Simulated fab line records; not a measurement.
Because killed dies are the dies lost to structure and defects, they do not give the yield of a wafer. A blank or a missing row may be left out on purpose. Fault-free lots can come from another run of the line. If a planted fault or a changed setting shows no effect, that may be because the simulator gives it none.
The same fault as seen by 2 desks | flow gf180mcu | what lay behind the numbers comes last; until then each desk has only its own

## THE METROLOGY DESK
Lot by lot, what the gauges showed, no matter which tool ran the lot: averages of those sampled wafers that carry a number. The brackets show how far a lot's mean lies from the usual mean; more than 4 standard deviations puts the lot out of limits, marked OUT.
Columns: A = V5_CVD_00_THK at GF_V5_THK_MEAS_01, usual 299.8 nm; B = V5_OVL at GF_V5_OVL_MEAS_15, usual 4 nm; C = V5_W_RS at GF_V5_RS_MEAS_24, usual 0.331 ohm/sq; D = V5_W_THK at GF_V5_THK_MEAS_25, usual 340 nm
lot  | first seen here | A     | B  | C               | D
L358 | day 26 05:20    | 300.1 | -4 | 0.327           | 343
L359 | day 26 14:37    | 303.0 | 5  | 0.328           | 343
L360 | day 27 05:46    | 299.5 | 9  | 0.331           | 343
L363 | day 28 09:35    | 298.5 | 11 | 0.413 (+25) OUT | 294 (-12) OUT
L364 | day 28 18:59    | 300.4 | 5  | 0.329           | 343
L366 | day 29 13:54    | 298.4 | 0  | 0.415 (+25) OUT | 295 (-11) OUT
L370 | day 30 15:56    | 298.8 | 5  | 0.330           | 342
L377 | day 32 03:42    | 298.3 | -1 | 0.332           | 337
L376 | day 32 07:10    | 303.0 | -5 | 0.333           | 337
L378 | day 32 08:08    | 299.4 | -2 | 0.333           | 341
L380 | day 32 20:55    | 299.7 | 1  | 0.333           | 337
This desk's result: L363, L366 out of limits, first on L363 (V5_W_RS at GF_V5_RS_MEAS_24), day 29 06:47. L358, L359, L360, L364, L370, L377, L376, L378, L380: within limits.

## TOOL OWNER'S DESK, cvd w-02
The tool's own readings at GF_V5_CVD_23 (deposits W, target thk 350 nm, time 104.9 s): means of the sampled wafers that have a number, for each lot that ran on this tool. The brackets show how far a lot's mean lies from the usual mean; more than 4 standard deviations puts the lot out of limits, marked OUT.
Columns: A = heater power w at GF_V5_CVD_23, usual 910 W
lot  | first seen here | A
L359 | day 27 12:19    | 836
L360 | day 28 03:19    | 835
L363 | day 29 06:40    | 827
L366 | day 30 09:28    | 837
L377 | day 32 22:18    | 852
L376 | day 33 01:28    | 918
Result from this desk: across the 6 lots, nothing is out of limits.

## BROUGHT TOGETHER
On L363, L366, the metrology desk was in a position to raise an alarm at day 29 06:47.
Nothing out of limits was seen by the tool owner's desk.
The tool owner's desk has L363, L366 on record, within its limits.
GF_V5_CVD_23 was run on cvd w-02 by each of the lots named.

## WHAT THE SIMULATOR HAD PUT IN
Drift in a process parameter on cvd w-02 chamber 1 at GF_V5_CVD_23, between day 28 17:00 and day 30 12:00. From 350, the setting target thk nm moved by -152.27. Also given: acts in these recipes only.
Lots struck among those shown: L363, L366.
Delay in hours, fault start to first out-of-limits reading, per desk: metrology desk 14.
